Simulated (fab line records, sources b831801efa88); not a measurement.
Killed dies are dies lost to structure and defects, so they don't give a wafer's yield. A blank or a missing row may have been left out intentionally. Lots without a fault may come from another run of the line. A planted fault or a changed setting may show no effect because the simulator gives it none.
fab line records | flow sky130
record lots=6 | wafers=18 | lastDay=50
route steps=708 shown LDD_P@263 LDD_HVN@267 LDD_HVP@278 PAD_OPEN@708
lots untouched by any fault: they come from a run of this same line in which no faults occurred
startH: hours from the record's opening day to when the first of the lot's shown wafers began | waitH: hours elapsed since this lot's preceding step | " the same as in the row above | L1.1+2: one row covering several wafers at once | - either no value or no given start | * or withheld: withheld | < > ~ a bound
route shown NAME@n: NAME is a module with steps in the file, n the number in the route of the first one | usual: the fault-free wafers' mean and standard deviation | same: alike in all rows | chamber/n: place in a boat | sites: readings site by site | _std_site: standard deviation of those values | _edge_site: mean of outer sites minus mean of inner sites | radiusMm: for every site, how far away it sits from the centre of the wafer | mask NAME#n: copy n | behind: the last tool/chamber to shape the wafer | hold: reason for holding the lot/hours on hold/outcome of the hold | device: whichever transistor did not switch (one of n, p or np) | end of line: tests of these same wafers at the route's end | a step without rows: its recipe alone | killed: the dies lost at the first sort to structure and to defects; this is not the yield of the wafer | map: the dies of a wafer, with x for killed, . for not killed, _ for no die there
set.NAME: the setting as run; set.NAME@STEP: as run at that earlier step | model.NAME: the simulator's own value behind a step, which no gauge read
a table for each step, a row for each wafer; lots at some steps of the route
services: from which hour (startH, from the record's first day; less than 0 if before it) a tool's chamber was out of use, for how many hours, and why
## steps
# step SKY_LDD_P_OVL_MEAS_08
# usual LDD_P_OVL=-1.4/1.5
lot.wafer | tool       | chamber | startH | waitH | LDD_P_OVL[nm]
L530.1    | overlay-01 | -       | 502.28 | 0.1   | -1.0
L530.2    | "          | -       | "      | "     | -2.6
L530.6    | "          | -       | "      | "     | -3.2
L531.2    | overlay-02 | -       | 510.58 | 0.1   | -4.1
L531.4    | "          | -       | "      | "     | -3.2
L531.5    | "          | -       | "      | "     | -3.4
L537.1    | overlay-02 | -       | 554.17 | 0.1   | -0.5
L537.2    | "          | -       | "      | "     | 1.5
L537.3    | "          | -       | "      | "     | 1.4
L538.3    | overlay-01 | -       | 570.82 | 0.1   | -2.6
L538.5    | "          | -       | "      | "     | -2.2
L538.6    | "          | -       | "      | "     | -1.0
L544.1    | overlay-02 | -       | 610.67 | 0.1   | -3.4
L544.4    | "          | -       | "      | "     | -3.6
L544.5    | "          | -       | "      | "     | -3.2
L545.1    | overlay-02 | -       | 628.37 | 0.1   | -1.1
L545.3    | "          | -       | "      | "     | -1.3
L545.5    | "          | -       | "      | "     | -0.1
# step SKY_LDD_P_IMPLANT_09
# recipe species=BF2 | energyKev=25 | doseCm2=1e+13 | tiltDeg=withheld
# step SKY_LDD_P_STRIP_10
# recipe chemistry=O2/N2 | powerW=1400 | pressureMtorr=1500 | platenTempC=withheld | o2FlowSccm=3000 | n2FlowSccm=300 | overashFraction=0.5
# usual drypumpMotorCurrentA=6.0/0.37 | oesProductAu=0.716/0.0044 | stripTimeToEndpointS=14.19/0.041
# same overashFraction=0.5
lot.wafer | tool           | chamber | startH | waitH | drypumpMotorCurrentA | oesProductAu | rfHoursCounterH | stripTimeToEndpointS
L530.1    | plasmaAsher-03 | 0       | 502.46 | 0.1   | 5.6                  | 0.715        | 81              | 14.25
L530.2    | "              | 1       | "      | "     | 6.4                  | 0.715        | 81              | 14.22
L530.6    | "              | 0       | "      | "     | 5.7                  | 0.721        | -               | 14.18
L531.2    | plasmaAsher-03 | 1       | 510.76 | 0.1   | 6.4                  | 0.722        | 82              | 14.22
L531.4    | "              | 0       | "      | "     | 5.6                  | 0.718        | -               | 14.20
L531.5    | "              | 1       | "      | "     | 6.4                  | 0.719        | -               | 14.18
L537.1    | plasmaAsher-02 | 1       | 554.36 | 0.1   | 5.4                  | 0.723        | 38              | 14.17
L537.2    | "              | 0       | "      | "     | 5.9                  | 0.721        | 38              | 14.14
L537.3    | "              | 0       | "      | "     | 6.0                  | 0.718        | -               | 14.15
L538.3    | plasmaAsher-03 | 0       | 571.02 | 0.1   | 5.7                  | 0.719        | -               | 14.21
L538.5    | "              | 1       | "      | "     | 6.4                  | 0.708        | -               | 14.25
L538.6    | "              | 0       | "      | "     | 5.7                  | 0.718        | -               | 14.21
L544.1    | plasmaAsher-04 | 1       | 610.86 | 0.1   | 5.8                  | 0.714        | 79              | 14.18
L544.4    | "              | 0       | "      | "     | 6.3                  | 0.711        | -               | 14.18
L544.5    | "              | 0       | "      | "     | 6.3                  | 0.709        | -               | 14.15
L545.1    | plasmaAsher-03 | 1       | 628.56 | 0.1   | 6.4                  | 0.722        | 93              | 14.22
L545.3    | "              | 0       | "      | "     | 5.7                  | 0.711        | -               | 14.22
L545.5    | "              | 1       | "      | "     | 6.4                  | 0.712        | -               | 14.22
# step SKY_LDD_P_TW_MEAS_11
# usual LDD_P_TW=636/3.3
lot.wafer | tool         | chamber | startH | waitH | LDD_P_TW
L530.1    | filmMetro-03 | -       | 502.56 | 0.1   | 631
L530.2    | "            | -       | "      | "     | 637
L530.6    | "            | -       | "      | "     | 636
L531.2    | filmMetro-02 | -       | 510.87 | 0.1   | 639
L531.4    | "            | -       | "      | "     | 638
L531.5    | "            | -       | "      | "     | 640
L537.1    | filmMetro-01 | -       | 554.46 | 0.1   | 637
L537.2    | "            | -       | "      | "     | 632
L537.3    | "            | -       | "      | "     | 635
L538.3    | filmMetro-03 | -       | 571.11 | 0.1   | 634
L538.5    | "            | -       | "      | "     | 633
L538.6    | "            | -       | "      | "     | 632
L544.1    | filmMetro-01 | -       | 610.96 | 0.1   | 631
L544.4    | "            | -       | "      | "     | 634
L544.5    | "            | -       | "      | "     | 630
L545.1    | filmMetro-03 | -       | 628.66 | 0.1   | 635
L545.3    | "            | -       | "      | "     | 636
L545.5    | "            | -       | "      | "     | 635
# step SKY_LDD_HVN_DEHYDRATE_00
# recipe tempC=200 | timeS=60
# step SKY_LDD_HVN_HMDS_01
# recipe primeTimeS=60 | primeTempC=120
# step SKY_LDD_HVN_COAT_02
# recipe resist=NOVOLAK | spinRpm=3000 | resistThkNm=300
# step SKY_LDD_HVN_SOFTBAKE_03
# recipe tempC=90 | timeS=60 | resist=NOVOLAK
# step SKY_LDD_HVN_EXPOSE_04
# recipe maskId=HVNTM | na=0.6 | sourceShape=conventional | sigmaOuter=0.6 | polarization=unpolarized | targetCdNm=700 | doseMj=127
# step SKY_LDD_HVN_PEB_05
# recipe tempC=withheld | timeS=* | resist=NOVOLAK
# step SKY_LDD_HVN_DEVELOP_06
# recipe resist=NOVOLAK | developer=TMAH | developTimeS=60 | devTempC=23
# step SKY_LDD_HVN_OVL_MEAS_07
# usual LDD_HVN_OVL=-1.5/1.4
lot.wafer | tool       | chamber | startH | waitH | LDD_HVN_OVL[nm]
L530.1    | overlay-02 | -       | 533.37 | 0.1   | -0.8
L530.2    | "          | -       | "      | "     | -0.6
L530.6    | "          | -       | "      | "     | -3.1
L531.2    | overlay-01 | -       | 540.98 | 0.1   | -2.4
L531.4    | "          | -       | "      | "     | -1.8
L531.5    | "          | -       | "      | "     | -2.0
L537.1    | overlay-01 | -       | 584.37 | 0.1   | -3.6
L537.2    | "          | -       | "      | "     | -3.3
L537.3    | "          | -       | "      | "     | -1.9
L538.3    | overlay-02 | -       | 601.32 | 0.1   | -3.3
L538.5    | "          | -       | "      | "     | -3.6
L538.6    | "          | -       | "      | "     | -2.1
L544.1    | overlay-01 | -       | 640.62 | 0.1   | 0.7
L544.4    | "          | -       | "      | "     | 1.1
L544.5    | "          | -       | "      | "     | -2.2
L545.1    | overlay-02 | -       | 656.92 | 0.1   | -0.7
L545.3    | "          | -       | "      | "     | -0.1
L545.5    | "          | -       | "      | "     | 1.0
# step SKY_LDD_HVN_IMPLANT_08
# recipe species=P | energyKev=60 | doseCm2=3e+13 | tiltDeg=40
# usual doseIonsCm2=3e+13/3.7e+10 | faradayCurrentUA=169/3.5 | tiltDeg=40.004/0.02
lot.wafer | tool         | chamber | startH | waitH | doseIonsCm2 | faradayCurrentUA | tiltDeg
L530.1    | implanter-02 | 0       | 533.41 | 0.0   | 3.457e+13   | 193              | 40.016
L530.2    | "            | 0       | "      | "     | 3.461e+13   | 198              | 40.000
L530.6    | "            | 0       | "      | "     | 3.465e+13   | 190              | 39.997
L531.2    | implanter-02 | 0       | 541.03 | 0.0   | 3.459e+13   | 191              | 40.001
L531.4    | "            | 0       | "      | "     | 3.456e+13   | 194              | 39.996
L531.5    | "            | 0       | "      | "     | 3.457e+13   | 194              | 39.963
L537.1    | implanter-01 | 0       | 584.40 | 0.0   | 2.998e+13   | 167              | 40.026
L537.2    | "            | 0       | "      | "     | 3.002e+13   | 169              | 39.967
L537.3    | "            | 0       | "      | "     | 2.994e+13   | 172              | 40.018
L538.3    | implanter-01 | 0       | 601.39 | 0.1   | 3.002e+13   | 171              | 40.032
L538.5    | "            | 0       | "      | "     | 3e+13       | 169              | 39.999
L538.6    | "            | 0       | "      | "     | 3.004e+13   | 168              | 40.005
L544.1    | implanter-02 | 0       | 640.65 | 0.0   | 2.998e+13   | 162              | 40.018
L544.4    | "            | 0       | "      | "     | 3e+13       | 169              | 39.992
L544.5    | "            | 0       | "      | "     | 2.998e+13   | 167              | 40.016
L545.1    | implanter-02 | 0       | 656.95 | 0.0   | 3.006e+13   | 166              | 40.025
L545.3    | "            | 0       | "      | "     | 3.005e+13   | 166              | 39.999
L545.5    | "            | 0       | "      | "     | 3.003e+13   | 174              | 40.009
# step SKY_LDD_HVN_STRIP_09
# recipe chemistry=O2/N2 | powerW=1400 | pressureMtorr=1500 | platenTempC=withheld | o2FlowSccm=3000 | n2FlowSccm=300 | overashFraction=0.5
# usual drypumpMotorCurrentA=6.0/0.42 | oesProductAu=0.409/0.0044 | stripTimeToEndpointS=4.144/0.014
# same overashFraction=0.5
lot.wafer | tool           | chamber | startH | waitH | drypumpMotorCurrentA | oesProductAu | rfHoursCounterH | stripTimeToEndpointS
L530.1    | plasmaAsher-04 | 0       | 533.56 | 0.1   | 6.4                  | 0.413        | 72              | 4.157
L530.2    | "              | 1       | "      | "     | 5.8                  | 0.410        | 72              | 4.140
L530.6    | "              | 1       | "      | "     | 5.8                  | 0.412        | -               | 4.139
L531.2    | plasmaAsher-04 | 0       | 541.16 | 0.1   | 6.4                  | 0.409        | 73              | 4.152
L531.4    | "              | 1       | "      | "     | 5.8                  | 0.416        | -               | 4.127
L531.5    | "              | 0       | "      | "     | 6.4                  | 0.411        | -               | 4.127
L537.1    | plasmaAsher-04 | 0       | 584.55 | 0.1   | 6.4                  | 0.405        | 76              | 4.154
L537.2    | "              | 1       | "      | "     | 5.8                  | 0.411        | 76              | 4.135
L537.3    | "              | 1       | "      | "     | 5.8                  | 0.405        | -               | 4.146
L538.3    | plasmaAsher-02 | 0       | 601.53 | 0.1   | 6.0                  | 0.418        | -               | 4.125
L538.5    | "              | 1       | "      | "     | 5.4                  | 0.404        | -               | 4.137
L538.6    | "              | 0       | "      | "     | 6.0                  | 0.410        | -               | 4.146
L544.1    | plasmaAsher-01 | 1       | 640.80 | 0.1   | 6.4                  | 0.420        | 21              | 4.171
L544.4    | "              | 0       | "      | "     | 6.7                  | 0.413        | -               | 4.165
L544.5    | "              | 0       | "      | "     | 6.7                  | 0.407        | -               | 4.167
L545.1    | plasmaAsher-02 | 1       | 657.10 | 0.1   | 5.4                  | 0.406        | 47              | 4.144
L545.3    | "              | 1       | "      | "     | 5.4                  | 0.407        | -               | 4.153
L545.5    | "              | 0       | "      | "     | 6.0                  | 0.404        | -               | 4.109
# step SKY_LDD_HVN_TW_MEAS_10
# usual LDD_HVN_TW=1447/10
lot.wafer | tool         | chamber | startH | waitH | LDD_HVN_TW
L530.1    | filmMetro-02 | -       | 533.66 | 0.1   | 1529
L530.2    | "            | -       | "      | "     | 1515
L530.6    | "            | -       | "      | "     | 1523
L531.2    | filmMetro-02 | -       | 541.27 | 0.1   | 1530
L531.4    | "            | -       | "      | "     | 1519
L531.5    | "            | -       | "      | "     | 1522
L537.1    | filmMetro-01 | -       | 584.65 | 0.1   | 1426
L537.2    | "            | -       | "      | "     | 1442
L537.3    | "            | -       | "      | "     | 1427
L538.3    | filmMetro-04 | -       | 601.61 | 0.1   | 1455
L538.5    | "            | -       | "      | "     | 1444
L538.6    | "            | -       | "      | "     | 1444
L544.1    | filmMetro-04 | -       | 640.90 | 0.1   | 1450
L544.4    | "            | -       | "      | "     | 1441
L544.5    | "            | -       | "      | "     | 1442
L545.1    | filmMetro-04 | -       | 657.20 | 0.1   | 1450
L545.3    | "            | -       | "      | "     | 1460
L545.5    | "            | -       | "      | "     | 1461
# step SKY_LDD_HVP_DEHYDRATE_00
# recipe tempC=200 | timeS=60
# step SKY_PAD_OPEN_PROBE_99
# usual killed_at_M0_to_M3=44/6.8 | killed_at_M4_up=2.9/1.7 | killedAtContacts=24/5.2 | killedAtFrontEnd=15/4 | killedAtOther=0.2/0.44 | killedDies=86/9.9 | killedOpen=47/7.9 | killedShort=39/6.3
# same grossDies=492 | killedAtBackSide=0
lot.wafer | tool      | chamber | startH  | waitH | killed_at_M0_to_M3 | killed_at_M4_up | killedAtContacts | killedAtFrontEnd | killedAtOther | killedDies | killedOpen | killedShort | model.etest.tip_n_5v.rsOhmSq
L530.1    | prober-02 | -       | 1123.36 | 0.1   | 43                 | 2               | 25               | 13               | 0             | 83         | 40         | 43          | 1256
L530.2    | prober-02 | -       | 1123.41 | 0.1   | 50                 | 3               | 23               | 15               | 0             | 91         | 49         | 41          | 1253
L530.6    | prober-02 | -       | 1123.61 | 0.2   | 43                 | 1               | 17               | 14               | 0             | 75         | 41         | 34          | 1260
L531.2    | prober-01 | -       | 1127.60 | 0.1   | 45                 | 2               | 22               | 9                | 2             | 80         | 42         | 38          | 1240
L531.4    | prober-01 | -       | 1127.70 | 0.2   | 40                 | 1               | 17               | 15               | 2             | 75         | 41         | 34          | 1236
L531.5    | prober-01 | -       | 1127.75 | 0.2   | 38                 | 3               | 15               | 16               | 0             | 72         | 39         | 33          | 1234
L537.1    | prober-01 | -       | 1159.76 | 0.1   | 45                 | 3               | 18               | 11               | 0             | 77         | 35         | 42          | 1413
L537.2    | prober-01 | -       | 1159.81 | 0.1   | 36                 | 4               | 21               | 14               | 0             | 75         | 45         | 30          | 1408
L537.3    | prober-01 | -       | 1159.86 | 0.2   | 38                 | 1               | 25               | 14               | 0             | 78         | 46         | 32          | 1423
L538.3    | prober-02 | -       | 1167.15 | 0.2   | 50                 | 0               | 24               | 16               | 0             | 90         | 49         | 40          | 1382
L538.5    | prober-02 | -       | 1167.25 | 0.2   | 43                 | 0               | 20               | 16               | 0             | 79         | 45         | 34          | 1387
L538.6    | prober-02 | -       | 1167.30 | 0.2   | 49                 | 2               | 25               | 9                | 0             | 85         | 46         | 39          | 1389
L544.1    | prober-02 | -       | 1192.84 | 0.1   | 37                 | 4               | 33               | 18               | 0             | 92         | 54         | 38          | 1393
L544.4    | prober-02 | -       | 1192.99 | 0.2   | 49                 | 1               | 18               | 19               | 0             | 87         | 47         | 40          | 1390
L544.5    | prober-02 | -       | 1193.04 | 0.2   | 40                 | 3               | 23               | 14               | 0             | 80         | 42         | 38          | 1386
L545.1    | prober-01 | -       | 1198.24 | 0.1   | 55                 | 4               | 27               | 10               | 0             | 96         | 59         | 37          | 1368
L545.3    | prober-01 | -       | 1198.34 | 0.2   | 37                 | 3               | 24               | 17               | 0             | 81         | 47         | 34          | 1372
L545.5    | prober-01 | -       | 1198.44 | 0.2   | 50                 | 4               | 22               | 15               | 0             | 91         | 57         | 34          | 1375
# killed by level:class
L530.1 METAL1:geometricParticle:short=9 VIA1:geometricParticle:open=9 CONTACT:geometricParticle:open=8 CONTACT:geometricParticle:short=7 VIA3:geometricParticle:open=7 VIA1:geometricParticle:short=6 FIELD_ISO:geometricParticle:open=5 FIELD_ISO:geometricParticle:short=4
L530.2 CONTACT:geometricParticle:open=13 VIA3:geometricParticle:open=12 METAL1:geometricParticle:short=8 FIELD_ISO:geometricParticle:open=6 VIA1:geometricParticle:open=6 VIA1:geometricParticle:short=5 METAL2:geometricParticle:short=5 LOCAL_INTERCONNECT:geometricParticle:short=4
L530.6 VIA1:geometricParticle:open=14 CONTACT:geometricParticle:open=7 FIELD_ISO:geometricParticle:short=6 METAL2:geometricParticle:short=6 VIA1:geometricParticle:short=5 FIELD_ISO:geometricParticle:open=3 LI_CONTACT:geometricParticle:short=3 LI_CONTACT:geometricParticle:open=3
L531.2 VIA1:geometricParticle:open=8 VIA2:geometricParticle:open=8 VIA3:geometricParticle:open=8 CONTACT:geometricParticle:open=7 LOCAL_INTERCONNECT:geometricParticle:short=6 CONTACT:geometricParticle:short=4 METAL1:geometricParticle:short=4 VIA1:geometricParticle:short=4
L531.4 VIA1:geometricParticle:open=11 FIELD_ISO:geometricParticle:open=6 LI_CONTACT:geometricParticle:open=6 VIA1:geometricParticle:short=5 VIA2:geometricParticle:open=5 VIA3:geometricParticle:short=5 CONTACT:geometricParticle:short=4 VIA3:geometricParticle:open=4
L531.5 VIA3:geometricParticle:open=10 CONTACT:geometricParticle:open=7 METAL2:geometricParticle:short=6 VIA1:geometricParticle:open=5 POLY_GATE:geometricParticle:open=4 SPACER:geometricParticle:short=4 CONTACT:geometricParticle:short=3 LOCAL_INTERCONNECT:geometricParticle:open=3
L537.1 VIA2:geometricParticle:open=8 CONTACT:geometricParticle:open=6 VIA1:geometricParticle:short=6 VIA1:geometricParticle:open=6 METAL3:geometricParticle:short=6 VIA3:geometricParticle:open=6 LI_CONTACT:geometricParticle:short=5 FIELD_ISO:geometricParticle:short=5
L537.2 CONTACT:geometricParticle:open=10 VIA2:geometricParticle:open=7 VIA3:geometricParticle:open=7 VIA1:geometricParticle:open=6 LI_CONTACT:geometricParticle:open=5 VIA3:geometricParticle:short=5 POLY_GATE:geometricParticle:short=4 CONTACT:geometricParticle:short=4
L537.3 LI_CONTACT:geometricParticle:open=12 CONTACT:geometricParticle:open=8 VIA3:geometricParticle:open=8 POLY_GATE:geometricParticle:short=5 VIA2:geometricParticle:short=5 VIA1:geometricParticle:open=5 VIA2:geometricParticle:open=5 LI_CONTACT:geometricParticle:short=4
L538.3 VIA1:geometricParticle:open=13 LI_CONTACT:geometricParticle:open=10 CONTACT:geometricParticle:open=7 METAL1:geometricParticle:short=7 METAL2:geometricParticle:short=6 VIA2:geometricParticle:short=5 VIA2:geometricParticle:open=5 POLY_GATE:geometricParticle:open=4
L538.5 POLY_GATE:geometricParticle:open=7 VIA1:geometricParticle:open=7 METAL1:geometricParticle:short=6 VIA2:geometricParticle:open=6 VIA1:geometricParticle:short=5 LOCAL_INTERCONNECT:geometricParticle:open=4 VIA3:geometricParticle:open=4 CONTACT:geometricParticle:open=4
L538.6 CONTACT:geometricParticle:open=11 VIA1:geometricParticle:open=9 METAL1:geometricParticle:short=7 VIA2:geometricParticle:short=7 POLY_GATE:geometricParticle:open=6 METAL2:geometricParticle:short=6 LI_CONTACT:geometricParticle:open=5 VIA3:geometricParticle:open=5
L544.1 CONTACT:geometricParticle:open=12 VIA3:geometricParticle:open=9 VIA1:geometricParticle:open=8 VIA2:geometricParticle:open=7 LI_CONTACT:geometricParticle:open=7 FIELD_ISO:geometricParticle:short=6 FIELD_ISO:geometricParticle:open=6 CONTACT:geometricParticle:short=6
L544.4 VIA1:geometricParticle:open=11 VIA2:geometricParticle:open=9 METAL1:geometricParticle:short=8 CONTACT:geometricParticle:open=7 VIA3:geometricParticle:open=7 POLY_GATE:geometricParticle:short=6 FIELD_ISO:geometricParticle:open=4 FIELD_ISO:geometricParticle:short=4
L544.5 CONTACT:geometricParticle:open=12 VIA2:geometricParticle:open=8 METAL1:geometricParticle:short=7 VIA1:geometricParticle:open=6 CONTACT:geometricParticle:short=6 POLY_GATE:geometricParticle:short=5 VIA3:geometricParticle:open=5 POLY_GATE:geometricParticle:open=4
L545.1 VIA1:geometricParticle:open=15 VIA3:geometricParticle:open=10 LI_CONTACT:geometricParticle:open=9 VIA2:geometricParticle:open=8 CONTACT:geometricParticle:open=6 CONTACT:geometricParticle:short=6 METAL1:geometricParticle:short=6 FIELD_ISO:geometricParticle:open=5
L545.3 VIA2:geometricParticle:open=10 LI_CONTACT:geometricParticle:open=8 POLY_GATE:geometricParticle:open=6 VIA1:geometricParticle:open=6 FIELD_ISO:geometricParticle:short=5 CONTACT:geometricParticle:open=5 CONTACT:geometricParticle:short=5 VIA3:geometricParticle:open=5
L545.5 VIA1:geometricParticle:open=14 CONTACT:geometricParticle:open=10 POLY_GATE:geometricParticle:open=8 VIA3:geometricParticle:open=7 LI_CONTACT:geometricParticle:open=6 VIA1:geometricParticle:short=6 VIA2:geometricParticle:open=6 METAL2:geometricParticle:short=4
## services
tool           | chamber | startH | hours | kind
plasmaAsher-03 | -       | 479.09 | 0.7   | repair
plasmaAsher-02 | -       | 485.50 | 0.8   | repair
plasmaAsher-03 | -       | 498.32 | 3.3   | repair
implanter-02   | -       | 522.49 | 0.6   | repair
implanter-02   | -       | 528.30 | 3.2   | repair
plasmaAsher-02 | -       | 529.83 | 2.2   | repair
plasmaAsher-04 | -       | 553.02 | 4.3   | pm
implanter-02   | -       | 566.53 | 3.8   | repair
implanter-01   | -       | 593.28 | 2.6   | repair
plasmaAsher-02 | -       | 626.74 | 6.2   | repair
plasmaAsher-03 | -       | 641.31 | 2.7   | repair
plasmaAsher-02 | -       | 646.68 | 10.2  | repair
## key
firstSign step=SKY_LDD_HVN_IMPLANT_08 | reading=doseIonsCm2 | direction=up | sigmas=99+ | usual=* | struck=*
effect step=SKY_LDD_HVN_IMPLANT_08 | reading=faradayCurrentUA | direction=up | sigmas=6.9 | usual=169 | struck=193
effect step=SKY_LDD_HVN_TW_MEAS_10 | reading=LDD_HVN_TW | direction=up | sigmas=7.6 | usual=1447 | struck=1523
modelEffect step=SKY_PAD_OPEN_PROBE_99 | value=etest.tip_n_5v.rsOhmSq | without=1386 | struck=1247
metAt SKY_LDD_HVN_IMPLANT_08
struckWafers L530.1,L530.2,L530.6,L531.2,L531.4,L531.5
testerLeftOut L530,L531
fault kind=processParameterDrift | tool=implanter-02 | chamber=- | onsetH=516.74 | steps=SKY_LDD_HVN_IMPLANT_08 | channel=doseCm2 | offset=* | shape=step | endH=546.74 | actsIn=* | stated=*
# testerLeftOut: of these lots the tester's yield and bins aren't shown, on N5 and GAA mostly nor the transistor test; their killed dies are dies lost to structure and defects alone, not to doping, threshold or leakage, so they don't give the yield
